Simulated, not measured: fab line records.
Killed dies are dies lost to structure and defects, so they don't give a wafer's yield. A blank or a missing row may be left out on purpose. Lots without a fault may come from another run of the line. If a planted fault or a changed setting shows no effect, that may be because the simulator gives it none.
fab line records -- flow gf180mcu
record: lots: 12, wafers: 36, last-day: 34
route steps=602 shown POLY_GATE@174 CONTACT@304 V1@340
lots untouched by any fault: they come from a run of this same line in which no faults occurred
start-h: hours from the record's first day to the start of the lot's first wafer shown -- wait-h: hours since the lot's step before -- " as in the row above -- L1.1+2: several wafers, shown together as one row -- - either no value or no given start -- * or withheld: withheld -- < > ~ a bound
route shown NAME@n: NAME is a module with steps in the file, n the number in the route of the first one -- usual: average and standard deviation across the fault-free wafers -- same: alike in all rows -- chamber/n: place in a boat -- sites: per-site readings -- _std_site: standard deviation across them -- _edge_site: the outer-site mean with the inner-site mean subtracted -- radius-mm: for every site, how far away it sits from the centre of the wafer -- mask NAME#n: copy n -- behind: the tool/chamber that last shaped the wafer -- hold: what put the lot on hold/how long, in hours/how the hold closed -- device: the transistor (n, p or np) that didn't switch -- end of line: tests run on the same wafers once the route is complete -- for a step that has no rows: nothing shown but its recipe -- killed: dies that structure and defects cost at the first sort, which is not the same as the wafer's yield -- map: a wafer's dies, marking killed ones x, the rest . and places with no die _
set.NAME: setting as actually run; set.NAME@STEP: the setting as run at that earlier step -- model.NAME: the simulator's own value behind a step, which no gauge read
one table for each step of the route and one row for each wafer, over a sample of lots
services: from which hour (start-h, from the record's first day; less than 0 if before it) a tool's chamber was out of use, for how many hours, and why
== steps ==
step: GF_POLY_GATE_THK_MEAS_17
recipe: reads: SiO2_of_POLY_GATE_OXIDATION_16
usual: POLY_GATE_OXIDATION_THK: 4.03/0.085
lot.wafer,tool,chamber,start-h,wait-h,POLY_GATE_OXIDATION_THK[nm]
L347.1,film-metro-04,-,213.04,0.0,4.04
L347.3,film-metro-04,-,213.04,0.0,4.04
L347.6,film-metro-04,-,213.04,0.0,4.05
L349.1,film-metro-02,-,213.04,0.0,4.01
L349.2,film-metro-02,-,213.04,0.0,4.04
L349.5,film-metro-02,-,213.04,0.0,4.04
L348.2,film-metro-03,-,213.05,0.0,4.04
L348.3,film-metro-03,-,213.05,0.0,4.14
L348.5,film-metro-03,-,213.05,0.0,4.05
L346.1,film-metro-04,-,215.42,0.0,4.03
L346.4,film-metro-04,-,215.42,0.0,4.04
L346.5,film-metro-04,-,215.42,0.0,4.08
L352.3,film-metro-04,-,226.26,0.0,4.07
L352.4,film-metro-04,-,226.26,0.0,4.05
L352.6,film-metro-04,-,226.26,0.0,4.10
L353.1,film-metro-04,-,234.30,0.0,3.95
L353.3,film-metro-04,-,234.30,0.0,3.97
L353.4,film-metro-04,-,234.30,0.0,3.96
L354.1,film-metro-04,-,238.70,0.0,3.98
L354.2,film-metro-04,-,238.70,0.0,3.97
L354.6,film-metro-04,-,238.70,0.0,4.07
L355.1,film-metro-04,-,247.59,0.0,4.11
L355.3,film-metro-04,-,247.59,0.0,3.98
L355.6,film-metro-04,-,247.59,0.0,4.02
L363.3,film-metro-03,-,300.92,0.0,3.95
L363.4,film-metro-03,-,300.92,0.0,4.00
L363.5,film-metro-03,-,300.92,0.0,3.95
L366.1,film-metro-04,-,327.76,0.0,4.07
L366.5,film-metro-04,-,327.76,0.0,4.00
L366.6,film-metro-04,-,327.76,0.0,4.02
L367.2,film-metro-03,-,333.41,0.0,4.04
L367.3,film-metro-03,-,333.41,0.0,4.11
L367.4,film-metro-03,-,333.41,0.0,4.06
L369.3,film-metro-02,-,348.52,0.0,4.02
L369.4,film-metro-02,-,348.52,0.0,4.03
L369.6,film-metro-02,-,348.52,0.0,3.99
step: GF_CONTACT_ETCH_17
recipe: chemistry: C4F8/O2/Ar, mask-material: KrF, target: SiO2, stop-on: CoSi2, source-w: 1500, bias-w: 1200, pressure-mtorr: 40, c4f8-flow-sccm: withheld, O2_flow_sccm: 6, Ar_flow_sccm: 300, time-s: withheld, target-depth-a: 8600
usual: bias-w: 1200/3.3, oes-product-au: 0.816/0.0049
lot.wafer,tool,chamber,start-h,wait-h,bias-w,oes-product-au
L349.1,rie-diel-04,3,375,-,1199,0.819
L349.2,rie-diel-04,1,375,-,1204,0.810
L349.5,rie-diel-04,1,376,-,1201,0.815
L347.1,rie-diel-04,3,378,-,1197,0.818
L347.3,rie-diel-04,2,378,-,1202,0.815
L347.6,rie-diel-04,1,378,-,1199,0.811
L348.2,rie-diel-01,2,378,-,1203,0.810
L348.3,rie-diel-01,1,378,-,1199,0.814
L348.5,rie-diel-01,0,378,-,1201,0.819
L346.1,rie-diel-04,3,382,-,1200,0.816
L346.4,rie-diel-04,2,382,-,1201,0.816
L346.5,rie-diel-04,0,382,-,1200,0.814
L352.3,rie-diel-01,1,397,-,1194,0.815
L352.4,rie-diel-01,3,397,-,1203,0.811
L352.6,rie-diel-01,1,397,-,1208,0.817
L353.1,rie-diel-03,0,406,-,1195,0.821
L353.3,rie-diel-03,1,406,-,1205,0.813
L353.4,rie-diel-03,2,406,-,1200,0.808
L354.1,rie-diel-01,2,410,-,1200,0.814
L354.2,rie-diel-01,0,410,-,1200,0.815
L354.6,rie-diel-01,0,410,-,1196,0.822
L355.1,rie-diel-04,3,424,-,1201,0.815
L355.3,rie-diel-04,2,424,-,1199,0.816
L355.6,rie-diel-04,2,424,-,1203,0.820
L363.3,rie-diel-04,1,491,-,1198,0.820
L363.4,rie-diel-04,0,491,-,1206,0.809
L363.5,rie-diel-04,0,491,-,1198,0.825
L366.1,rie-diel-03,2,521,-,1204,0.822
L366.5,rie-diel-03,2,521,-,1202,0.823
L366.6,rie-diel-03,0,521,-,1197,0.815
L367.2,rie-diel-03,0,527,-,1199,0.811
L367.3,rie-diel-03,3,527,-,1198,0.814
L367.4,rie-diel-03,2,527,-,1204,0.821
L369.3,rie-diel-03,0,543,-,1195,0.823
L369.4,rie-diel-03,1,543,-,1201,0.823
L369.6,rie-diel-03,1,543,-,1198,0.813
step: GF_CONTACT_STRIP_18
recipe: chemistry: O2/N2, power-w: 1400, pressure-mtorr: 1500, platen-temp-c: 250, o2-flow-sccm: 3000, n2-flow-sccm: 300, overash-fraction: 0.5
usual: drypump-motor-current-A: 5.7/0.46, heater-power-w: 327/35, oes-product-au: 0.580/0.0052, platen-temp-c: 249.98/0.18
lot.wafer,tool,chamber,start-h,wait-h,drypump-motor-current-A,heater-power-w,oes-product-au,platen-temp-c,rf-hours-counter-h
L349.1,plasma-asher-04,0,376.08,-,6.0,330,0.577,249.72,78
L349.2,plasma-asher-04,1,376.08,-,5.9,330,0.581,249.88,78
L349.5,plasma-asher-04,1,376.08,-,5.9,333,0.577,249.89,-
L347.1,plasma-asher-04,1,378.30,-,5.9,336,0.572,250.05,79
L347.3,plasma-asher-04,1,378.30,-,5.9,335,0.581,250.11,-
L347.6,plasma-asher-04,1,378.30,-,5.9,330,0.577,250.10,-
L348.2,plasma-asher-01,0,378.40,-,5.2,319,0.578,250.33,60
L348.3,plasma-asher-01,1,378.40,-,5.0,291,0.579,249.92,-
L348.5,plasma-asher-01,0,378.40,-,5.2,312,0.575,249.84,-
L346.1,plasma-asher-01,0,382.25,-,5.2,311,0.583,249.92,60
L346.4,plasma-asher-01,0,382.25,-,5.2,315,0.581,249.70,-
L346.5,plasma-asher-01,1,382.25,-,5.0,293,0.585,250.04,-
L352.3,plasma-asher-04,0,397.49,-,6.0,324,0.575,250.03,-
L352.4,plasma-asher-04,1,397.49,-,5.9,337,0.591,249.88,-
L352.6,plasma-asher-04,1,397.49,-,5.9,334,0.583,250.09,-
L353.1,plasma-asher-01,0,406.80,-,5.2,309,0.573,250.00,63
L353.3,plasma-asher-01,1,406.80,-,4.9,290,0.583,249.73,-
L353.4,plasma-asher-01,0,406.80,-,5.2,311,0.574,249.94,-
L354.1,plasma-asher-02,1,410.30,-,6.0,329,0.576,249.69,28
L354.2,plasma-asher-02,0,410.30,-,6.2,421,0.580,250.22,28
L354.6,plasma-asher-02,0,410.30,-,6.2,431,0.580,250.11,-
L355.1,plasma-asher-01,0,424.36,-,5.2,308,0.584,250.06,65
L355.3,plasma-asher-01,0,424.36,-,5.2,316,0.578,250.10,-
L355.6,plasma-asher-01,0,424.36,-,5.2,314,0.581,249.96,-
L363.3,plasma-asher-01,0,491.88,-,5.2,314,0.588,249.63,-
L363.4,plasma-asher-01,1,491.88,-,5.0,288,0.599,249.90,-
L363.5,plasma-asher-01,0,491.88,-,5.2,319,0.604,249.98,-
L366.1,plasma-asher-04,1,521.60,-,6.0,329,0.583,249.69,10
L366.5,plasma-asher-04,1,521.60,-,5.9,319,0.581,249.56,-
L366.6,plasma-asher-04,0,521.60,-,6.0,313,0.590,250.36,-
L367.2,plasma-asher-04,0,528.05,-,6.0,304,0.584,249.88,11
L367.3,plasma-asher-04,1,528.05,-,5.9,321,0.581,249.73,-
L367.4,plasma-asher-04,0,528.05,-,6.0,312,0.583,250.24,-
L369.3,plasma-asher-04,1,543.38,-,5.9,322,0.585,249.78,-
L369.4,plasma-asher-04,0,543.38,-,6.0,311,0.577,249.96,-
L369.6,plasma-asher-04,0,543.38,-,6.0,326,0.570,250.07,-
step: GF_V1_BOW_MEAS_05
recipe: mode: bow
usual: V1_BOW: 81/8.2
lot.wafer,tool,chamber,start-h,wait-h,V1_BOW[um]
L349.1,film-metro-01,-,403.25,0.2,75
L349.2,film-metro-01,-,403.25,0.2,88
L349.5,film-metro-01,-,403.25,0.2,78
L347.1,film-metro-02,-,405.75,0.1,83
L347.3,film-metro-02,-,405.75,0.1,73
L347.6,film-metro-02,-,405.75,0.1,92
L348.2,film-metro-02,-,406.37,0.2,88
L348.3,film-metro-02,-,406.37,0.2,89
L348.5,film-metro-02,-,406.37,0.2,66
L346.1,film-metro-01,-,409.88,0.2,76
L346.4,film-metro-01,-,409.88,0.2,78
L346.5,film-metro-01,-,409.88,0.2,92
L352.3,film-metro-01,-,425.18,0.2,83
L352.4,film-metro-01,-,425.18,0.2,87
L352.6,film-metro-01,-,425.18,0.2,82
L353.1,film-metro-02,-,433.77,0.1,90
L353.3,film-metro-02,-,433.77,0.1,90
L353.4,film-metro-02,-,433.77,0.1,87
L354.1,film-metro-04,-,437.86,0.1,81
L354.2,film-metro-04,-,437.86,0.1,79
L354.6,film-metro-04,-,437.86,0.1,83
L355.1,film-metro-02,-,453.03,0.1,71
L355.3,film-metro-02,-,453.03,0.1,74
L355.6,film-metro-02,-,453.03,0.1,71
L363.3,film-metro-01,-,517.12,0.2,77
L363.4,film-metro-01,-,517.12,0.2,78
L363.5,film-metro-01,-,517.12,0.2,81
L366.1,film-metro-04,-,546.16,0.2,103
L366.5,film-metro-04,-,546.16,0.2,88
L366.6,film-metro-04,-,546.16,0.2,90
L367.2,film-metro-04,-,552.70,0.2,81
L367.3,film-metro-04,-,552.70,0.2,82
L367.4,film-metro-04,-,552.70,0.2,88
L369.3,film-metro-04,-,568.31,0.2,89
L369.4,film-metro-04,-,568.31,0.2,82
L369.6,film-metro-04,-,568.31,0.2,77
step: GF_V1_ETCH_16
recipe: chemistry: N2/H2, target-depth-a: withheld, overetch-a: withheld, time-s: withheld, target: BARC, ion-energy-ev: 200, source-w: 500, bias-w: 100, pressure-mtorr: 30, n2-flow-sccm: 100, h2-flow-sccm: 200
usual: bias-w: 99.98/0.29, drypump-motor-current-A: 5.8/0.41, oes-product-au: 0.856/0.0048, throttle-valve-pct: 13.225/0.0084
lot.wafer,tool,chamber,start-h,wait-h,bias-w,drypump-motor-current-A,oes-product-au,throttle-valve-pct
L349.1,rie-diel-02,2,428.58,0.0,100.12,5.7,0.857,13.229
L349.2,rie-diel-02,1,428.58,0.0,100.38,4.7,0.867,13.220
L349.5,rie-diel-02,2,428.58,0.0,100.35,5.6,0.862,13.222
L347.1,rie-diel-02,2,431.39,0.0,100.29,5.6,0.852,13.227
L347.3,rie-diel-02,3,431.39,0.0,100.54,6.1,0.860,13.236
L347.6,rie-diel-02,3,431.39,0.0,99.60,6.1,0.847,13.234
L348.2,rie-diel-01,2,432.09,0.0,99.89,6.1,0.857,13.232
L348.3,rie-diel-01,1,432.09,0.0,100.13,5.7,0.858,13.229
L348.5,rie-diel-01,0,432.09,0.0,99.96,6.0,0.856,13.218
L346.1,rie-diel-01,1,434.49,0.0,99.76,5.7,0.861,13.226
L346.4,rie-diel-01,3,434.49,0.0,100.18,5.8,0.860,13.230
L346.5,rie-diel-01,2,434.49,0.0,99.48,6.2,0.850,13.221
L352.3,rie-diel-01,3,450.24,0.0,99.34,5.8,0.858,13.233
L352.4,rie-diel-01,2,450.24,0.0,100.14,6.2,0.851,13.222
L352.6,rie-diel-01,2,450.24,0.0,100.30,6.2,0.857,13.225
L353.1,rie-diel-02,0,459.33,0.0,99.89,6.0,0.860,13.230
L353.3,rie-diel-02,2,459.33,0.0,100.27,5.7,0.849,13.227
L353.4,rie-diel-02,1,459.33,0.0,99.86,4.7,0.854,13.210
L354.1,rie-diel-03,0,462.64,0.0,99.79,5.3,0.861,13.215
L354.2,rie-diel-03,2,462.64,0.0,100.00,6.4,0.865,13.220
L354.6,rie-diel-03,2,462.64,0.0,100.27,6.3,0.858,13.227
L355.1,rie-diel-03,1,476.44,0.0,99.54,5.7,0.854,13.243
L355.3,rie-diel-03,2,476.44,0.0,99.74,6.3,0.862,13.233
L355.6,rie-diel-03,0,476.44,0.0,99.87,5.3,0.858,13.210
L363.3,rie-diel-02,3,539.49,0.0,99.90,6.1,0.853,13.237
L363.4,rie-diel-02,0,539.49,0.0,100.47,6.0,0.855,13.226
L363.5,rie-diel-02,1,539.49,0.0,100.21,4.7,0.860,13.221
L366.1,rie-diel-01,1,568.74,0.0,100.14,5.7,0.853,13.214
L366.5,rie-diel-01,1,568.74,0.0,99.98,5.7,0.856,13.230
L366.6,rie-diel-01,0,568.74,0.0,99.84,6.1,0.855,13.226
L367.2,rie-diel-01,0,574.24,0.0,100.30,6.1,0.864,13.227
L367.3,rie-diel-01,2,574.24,0.0,99.96,6.2,0.859,13.217
L367.4,rie-diel-01,3,574.24,0.0,99.81,5.8,0.853,13.241
L369.3,rie-diel-03,1,589.34,0.0,99.94,5.7,0.850,13.224
L369.4,rie-diel-03,3,589.34,0.0,100.40,5.8,0.851,13.224
L369.6,rie-diel-03,3,589.34,0.0,100.17,5.8,0.852,13.226
== services ==
tool,chamber,start-h,hours,kind
rie-diel-04,0,354.76,3.5,repair
rie-diel-02,0,356.94,3.1,repair
rie-diel-04,2,369.67,6.6,repair
rie-diel-04,0,374.15,4.2,repair
rie-diel-01,1,386.57,5.8,repair
rie-diel-03,-,397.22,0.6,repair
rie-diel-01,-,403.00,0.2,repair
rie-diel-03,3,410.79,9.5,repair
rie-diel-04,3,417.06,2.5,repair
rie-diel-03,-,419.60,1.5,repair
rie-diel-03,-,420.18,0.6,repair
plasma-asher-04,-,421.25,9.0,pm
rie-diel-04,1,429.08,1.5,repair
rie-diel-02,-,444.34,1.8,repair
rie-diel-02,0,445.41,2.8,repair
plasma-asher-01,-,455.72,0.6,repair
rie-diel-01,-,458.43,4.3,pm
rie-diel-03,1,480.42,3.9,repair
rie-diel-02,-,482.22,2.8,pm
plasma-asher-01,-,503.13,0.9,repair
rie-diel-02,2,509.96,6.5,repair
rie-diel-03,1,519.74,4.4,repair
rie-diel-03,-,526.74,0.9,repair
rie-diel-03,-,587.30,1.1,repair
== key ==
first-sign: step: GF_CONTACT_STRIP_18, reading: oes-product-au, direction: up, sigmas: 4.1, usual: 0.580, struck: 0.602
effect none on later readings
met-at GF_CONTACT_ETCH_17
struck-lots L363
struck-wafers L363.4,L363.5
tester-left-out L363
not-acting-at GF_POLY_GATE_THK_MEAS_17,GF_V1_BOW_MEAS_05,GF_V1_ETCH_16
onset-between 382 491
fault: kind: process-parameter-drift, tool: rie-diel-04, chamber: 0, onset-h: 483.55, steps: GF_CONTACT_ETCH_17, channel: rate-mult, offset: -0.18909, shape: step, end-h: 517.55
tester-left-out: of these lots the tester's yield and bins aren't shown, on N5 and GAA mostly nor the transistor test; their killed dies are dies lost to structure and defects alone, not to doping, threshold or leakage, so they don't give the yield
